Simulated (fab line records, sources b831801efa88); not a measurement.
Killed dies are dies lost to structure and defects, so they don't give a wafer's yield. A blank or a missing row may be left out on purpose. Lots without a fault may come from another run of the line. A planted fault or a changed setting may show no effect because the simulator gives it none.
Which tool did it? | flow sky130 | 24 lots, 72 wafers sampled, at 6 steps of a route of 708

WHAT THE GAUGES READ, wafer by wafer
SKY_PWDE_TW_MEAS_10.
lot  | measured    | on            | PWDE_TW
L074 | day 3 23:04 | film_metro-03 | 373 372 373
L075 | day 4 04:24 | film_metro-01 | 380 379 381
L076 | day 4 08:16 | film_metro-03 | 373 376 373
L077 | day 4 13:07 | film_metro-03 | 373 371 372
L078 | day 4 21:28 | film_metro-03 | 373 373 372
L079 | day 5 11:44 | film_metro-01 | 379 381 380
L081 | day 5 15:38 | film_metro-01 | 379 376 376
L080 | day 5 15:55 | film_metro-01 | 380 379 382
L082 | day 5 17:16 | film_metro-01 | 378 380 382
L083 | day 5 23:25 | film_metro-03 | 372 370 371
L084 | day 6 07:04 | film_metro-01 | 379 377 378
L085 | day 6 17:56 | film_metro-04 | 376 376 378
L087 | day 7 02:53 | film_metro-04 | 377 376 377
L086 | day 7 03:13 | film_metro-03 | 374 376 374
L088 | day 7 09:10 | film_metro-03 | 374 376 375
L089 | day 7 15:11 | film_metro-01 | 381 381 380
L090 | day 7 18:04 | film_metro-04 | 376 377 379
L091 | day 7 22:47 | film_metro-04 | 377 377 376
L093 | day 8 07:43 | film_metro-04 | 380 379 379
L092 | day 8 08:55 | film_metro-04 | 380 381 379
L094 | day 8 14:09 | film_metro-03 | 372 372 372
L095 | day 8 20:39 | film_metro-01 | 380 378 377
L096 | day 9 00:38 | film_metro-03 | 371 371 371
L097 | day 9 05:18 | film_metro-01 | 379 381 379

SKY_VT_ADJUST_HVTR_TW_MEAS_11.
lot  | measured     | on            | VT_ADJUST_HVTR_TW
L074 | day 9 12:32  | film_metro-03 | 209.9 209.0 209.9
L075 | day 9 21:14  | film_metro-04 | 212.8 213.4 213.7
L076 | day 10 01:53 | film_metro-03 | 210.8 212.6 211.0
L077 | day 10 07:04 | film_metro-04 | 210.4 210.0 210.9
L078 | day 10 17:56 | film_metro-03 | 210.7 210.4 209.4
L079 | day 11 13:23 | film_metro-04 | 213.7 213.6 213.1
L081 | day 11 18:27 | film_metro-04 | 213.9 214.0 213.1
L080 | day 11 19:14 | film_metro-01 | 214.3 213.9 214.0
L082 | day 11 22:35 | film_metro-04 | 212.5 212.4 212.6
L083 | day 12 06:23 | film_metro-03 | 210.7 210.9 210.8
L084 | day 12 14:32 | film_metro-04 | 212.2 213.0 213.0
L085 | day 13 06:53 | film_metro-03 | 210.6 210.8 209.2
L087 | day 13 17:01 | film_metro-03 | 209.5 210.4 209.3
L086 | day 13 19:02 | film_metro-01 | 214.6 215.5 213.5
L088 | day 14 02:53 | film_metro-04 | 213.4 212.4 213.0
L089 | day 14 11:10 | film_metro-04 | 213.7 212.8 212.6
L090 | day 14 15:14 | film_metro-03 | 210.6 210.1 209.7
L091 | day 14 20:43 | film_metro-04 | 213.2 211.7 212.8
L093 | day 15 06:30 | film_metro-04 | 213.8 212.9 213.2
L092 | day 15 08:59 | film_metro-03 | 211.3 211.8 210.9
L094 | day 15 15:53 | film_metro-04 | 213.2 212.4 212.8
L095 | day 16 02:11 | film_metro-04 | 212.8 212.3 211.9
L096 | day 16 04:02 | film_metro-01 | 213.6 213.4 213.5
L097 | day 16 11:53 | film_metro-04 | 212.7 213.2 212.5

SKY_VIA1_RS_MEAS_22: measures by four-point-probe.
lot  | measured     | on            | VIA1_W_RS (ohm/sq)
L074 | day 34 01:25 | film_metro-01 | 0.419 0.425 0.424
L075 | day 34 06:34 | film_metro-03 | 0.429 0.427 0.429
L076 | day 34 23:01 | film_metro-03 | 0.423 0.428 0.432
L077 | day 34 22:42 | film_metro-01 | 0.423 0.426 0.426
L078 | day 35 16:30 | film_metro-01 | 0.421 0.433 0.426
L079 | day 36 11:45 | film_metro-03 | 0.420 0.425 0.432
L081 | day 36 12:44 | film_metro-02 | 0.427 0.424 0.429
L080 | day 36 12:37 | film_metro-01 | 0.419 0.425 0.425
L082 | day 36 19:13 | film_metro-03 | 0.418 0.426 0.426
L083 | day 37 11:09 | film_metro-01 | 0.434 0.425 0.434
L084 | day 37 13:56 | film_metro-03 | 0.425 0.421 0.424
L085 | day 37 20:55 | film_metro-03 | 0.430 0.426 0.429
L087 | day 38 16:19 | film_metro-03 | 0.422 0.427 0.424
L086 | day 38 18:16 | film_metro-01 | 0.418 0.419 0.411
L088 | day 38 22:06 | film_metro-01 | 0.425 0.427 0.427
L089 | day 39 16:59 | film_metro-01 | 0.427 0.426 0.428
L090 | day 39 16:19 | film_metro-03 | 0.424 0.421 0.422
L091 | day 39 19:02 | film_metro-02 | 0.416 0.417 0.421
L093 | day 39 23:13 | film_metro-02 | 0.434 0.428 0.425
L092 | day 39 23:41 | film_metro-01 | 0.428 0.424 0.426
L094 | day 40 04:22 | film_metro-03 | 0.424 0.426 0.426
L095 | day 40 20:05 | film_metro-02 | 0.433 0.423 0.429
L096 | day 40 19:32 | film_metro-01 | 0.428 0.429 0.422
L097 | day 41 01:40 | film_metro-03 | 0.422 0.429 0.425

SKY_CAP2M_THK_MEAS_04: measures by xrf.
lot  | measured     | on            | CAP2M_TIN_THK (nm)
L074 | day 39 20:17 | film_metro-03 | 201.5 199.6 201.0
L075 | day 39 23:01 | film_metro-02 | 197.3 200.4 202.9
L076 | day 40 20:01 | film_metro-03 | 202.9 203.8 205.6
L077 | day 40 19:43 | film_metro-02 | 197.1 196.4 199.1
L078 | day 41 05:29 | film_metro-04 | 197.8 197.5 198.4
L079 | day 42 00:35 | film_metro-04 | 195.5 195.4 196.1
L081 | day 42 01:48 | film_metro-02 | 199.3 201.0 200.0
L080 | day 42 01:18 | film_metro-04 | 198.2 198.4 197.6
L082 | day 42 09:37 | film_metro-02 | 203.4 203.7 200.0
L083 | day 42 21:01 | film_metro-02 | 195.6 199.2 192.1
L084 | day 43 01:02 | film_metro-04 | 196.3 196.3 197.6
L085 | day 43 09:10 | film_metro-04 | 200.6 195.7 198.1
L087 | day 43 23:56 | film_metro-03 | 198.8 201.3 199.5
L086 | day 44 01:53 | film_metro-02 | 202.1 203.8 202.3
L088 | day 44 04:31 | film_metro-02 | 196.7 198.9 200.7
L089 | day 44 23:05 | film_metro-04 | 200.6 198.8 198.1
L090 | day 44 21:57 | film_metro-02 | 196.2 198.7 199.2
L091 | day 44 23:38 | film_metro-02 | 198.1 201.1 195.8
L093 | day 45 04:10 | film_metro-02 | 196.6 200.7 199.6
L092 | day 45 04:45 | film_metro-03 | 197.5 200.1 200.8
L094 | day 45 07:42 | film_metro-04 | 195.8 197.2 197.8
L095 | day 45 22:00 | film_metro-04 | 198.2 199.6 196.9
L096 | day 45 21:55 | film_metro-03 | 198.5 201.9 202.4
L097 | day 46 02:16 | film_metro-04 | 199.1 198.5 195.1

SKY_METAL5_RS_MEAS_05: measures by four-point-probe.
lot  | measured     | on            | METAL5_ALCU_RS (ohm/sq)
L074 | day 42 22:27 | film_metro-03 | 0.0268 0.0273 0.0268
L075 | day 43 02:26 | film_metro-04 | 0.0271 0.0267 0.0268
L076 | day 43 21:22 | film_metro-04 | 0.0272 0.0275 0.0275
L077 | day 43 19:50 | film_metro-04 | 0.0266 0.0271 0.0269
L078 | day 44 05:52 | film_metro-04 | 0.0271 0.0277 0.0271
L079 | day 45 00:29 | film_metro-01 | 0.0277 0.0273 0.0279
L081 | day 45 01:27 | film_metro-04 | 0.0269 0.0265 0.0266
L080 | day 45 00:28 | film_metro-04 | 0.0268 0.0269 0.0268
L082 | day 45 07:35 | film_metro-01 | 0.0281 0.0274 0.0274
L083 | day 45 18:07 | film_metro-03 | 0.0270 0.0270 0.0270
L084 | day 45 22:55 | film_metro-01 | 0.0265 0.0264 0.0267
L085 | day 46 05:24 | film_metro-03 | 0.0279 0.0269 0.0271
L087 | day 46 18:40 | film_metro-03 | 0.0269 0.0268 0.0268
L086 | day 46 22:06 | film_metro-04 | 0.0268 0.0268 0.0268
L088 | day 46 23:36 | film_metro-04 | 0.0270 0.0279 0.0273
L089 | day 47 16:35 | film_metro-03 | 0.0272 0.0275 0.0267
L090 | day 47 15:59 | film_metro-03 | 0.0267 0.0269 0.0268
L091 | day 47 17:52 | film_metro-03 | 0.0267 0.0267 0.0265
L093 | day 47 22:24 | film_metro-03 | 0.0266 0.0269 0.0264
L092 | day 47 22:54 | film_metro-01 | 0.0265 0.0265 0.0266
L094 | day 48 00:55 | film_metro-04 | 0.0273 0.0273 0.0274
L095 | day 48 14:23 | film_metro-03 | 0.0270 0.0269 0.0271
L096 | day 48 13:06 | film_metro-04 | 0.0271 0.0273 0.0269
L097 | day 48 17:29 | film_metro-04 | 0.0271 0.0270 0.0272

WHICH TOOL RAN EACH LOT (tool, then ch and the chambers of the sampled wafers, then the start)
lot  | SKY_VT_ADJUST_PCH_STRIP_09
L074 | plasma_asher-03 ch 0,1, day 10 10:46
L075 | plasma_asher-01 ch 0,1, day 10 18:40
L076 | plasma_asher-02 ch 0,1, day 11 00:04
L077 | plasma_asher-02 ch 0,1, day 11 05:53
L078 | plasma_asher-02 ch 0,1, day 11 17:15
L079 | plasma_asher-02 ch 0,1, day 12 13:47
L081 | plasma_asher-02 ch 0,1, day 12 18:32
L080 | plasma_asher-01 ch 0,1, day 12 20:17
L082 | plasma_asher-01 ch 0,1, day 12 23:18
L083 | plasma_asher-03 ch 0,1, day 13 07:40
L084 | plasma_asher-03 ch 0,1, day 13 15:48
L085 | plasma_asher-01 ch 0,1, day 14 08:52
L087 | plasma_asher-03 ch 0,1, day 14 17:54
L086 | plasma_asher-03 ch 0,1, day 14 20:34
L088 | plasma_asher-02 ch 0,1, day 15 04:57
L089 | plasma_asher-01 ch 0,1, day 15 13:28
L090 | plasma_asher-03 ch 0,1, day 15 17:34
L091 | plasma_asher-02 ch 0,1, day 15 23:25
L093 | plasma_asher-01 ch 0,1, day 16 09:35
L092 | plasma_asher-01 ch 1, day 16 12:47
L094 | plasma_asher-01 ch 0,1, day 16 18:58
L095 | plasma_asher-02 ch 0,1, day 17 07:05
L096 | plasma_asher-01 ch 0,1, day 17 08:17
L097 | plasma_asher-01 ch 0,1, day 17 16:53
- SKY_VT_ADJUST_PCH_STRIP_09: strips in O2/N2.

WHAT THE TOOLS THEMSELVES READ (means of the sampled wafers that have a number; where no wafer has one, the mark that the record gives instead)
SKY_VT_ADJUST_PCH_STRIP_09.
lot  | tool            | chamber_pressure_mTorr (mTorr) | drypump_motor_current_A (A) | oes_product_au (a.u.) | strip_time_to_endpoint_s (s)
L074 | plasma_asher-03 | 1500.1                         | 6.2                         | 0.721                 | 36.96
L075 | plasma_asher-01 | 1498.9                         | 5.1                         | 0.722                 | 37.20
L076 | plasma_asher-02 | 1499.5                         | 5.8                         | 0.722                 | 36.84
L077 | plasma_asher-02 | 1500.2                         | 5.8                         | 0.720                 | 36.86
L078 | plasma_asher-02 | 1500.6                         | 5.8                         | 0.724                 | 36.90
L079 | plasma_asher-02 | 1500.0                         | 5.8                         | 0.725                 | 36.90
L081 | plasma_asher-02 | 1499.2                         | 5.8                         | 0.726                 | 36.88
L080 | plasma_asher-01 | 1500.2                         | 5.1                         | 0.724                 | 37.05
L082 | plasma_asher-01 | 1499.7                         | 5.3                         | 0.720                 | 36.89
L083 | plasma_asher-03 | 1499.8                         | 6.3                         | 0.720                 | 36.98
L084 | plasma_asher-03 | 1500.1                         | 6.3                         | 0.722                 | 36.92
L085 | plasma_asher-01 | 1499.2                         | 5.2                         | 0.724                 | 36.86
L087 | plasma_asher-03 | 1500.8                         | 6.3                         | 0.723                 | 36.84
L086 | plasma_asher-03 | 1500.9                         | 6.2                         | 0.728                 | 36.89
L088 | plasma_asher-02 | 1500.6                         | 5.8                         | 0.726                 | 36.97
L089 | plasma_asher-01 | 1498.8                         | 5.3                         | 0.721                 | 37.02
L090 | plasma_asher-03 | 1499.4                         | 6.2                         | 0.721                 | 36.98
L091 | plasma_asher-02 | 1499.7                         | 5.8                         | 0.725                 | 36.98
L093 | plasma_asher-01 | 1499.5                         | 5.1                         | 0.722                 | 37.02
L092 | plasma_asher-01 | 1500.1                         | 5.4                         | 0.727                 | 37.00
L094 | plasma_asher-01 | 1499.8                         | 5.1                         | 0.722                 | 36.85
L095 | plasma_asher-02 | 1499.0                         | 5.8                         | 0.727                 | 37.01
L096 | plasma_asher-01 | 1500.5                         | 5.1                         | 0.724                 | 37.00
L097 | plasma_asher-01 | 1500.0                         | 5.1                         | 0.721                 | 36.93

THE ANSWER, worked out from the rows above alone
Rule: what is usual is taken from the lots themselves. Put in order of their means at a reading, lots are off if they are a third of the lots or fewer, leave a main group of 4 or more, and stand apart from it by a gap of 3 or more times the standard deviation of the main group's means; of several such gaps the widest counts. A main group whose means are all the same, to the digits that the tables above print for the reading, isn't used. A lot without any number at a reading at which 4 lots or more have one is off too. The other lots that the step has rows for count as sound. The gauges are gone through in route order, then the tools' own readings, and for those a lot's mean is taken as printed above. The first step at which some lot is off is used, and at that step the reading that is off furthest; a lot without a number counts as furthest.
No lot is off at any reading shown: from this, nothing can be told.

WHAT THE SIMULATOR HAD PUT IN
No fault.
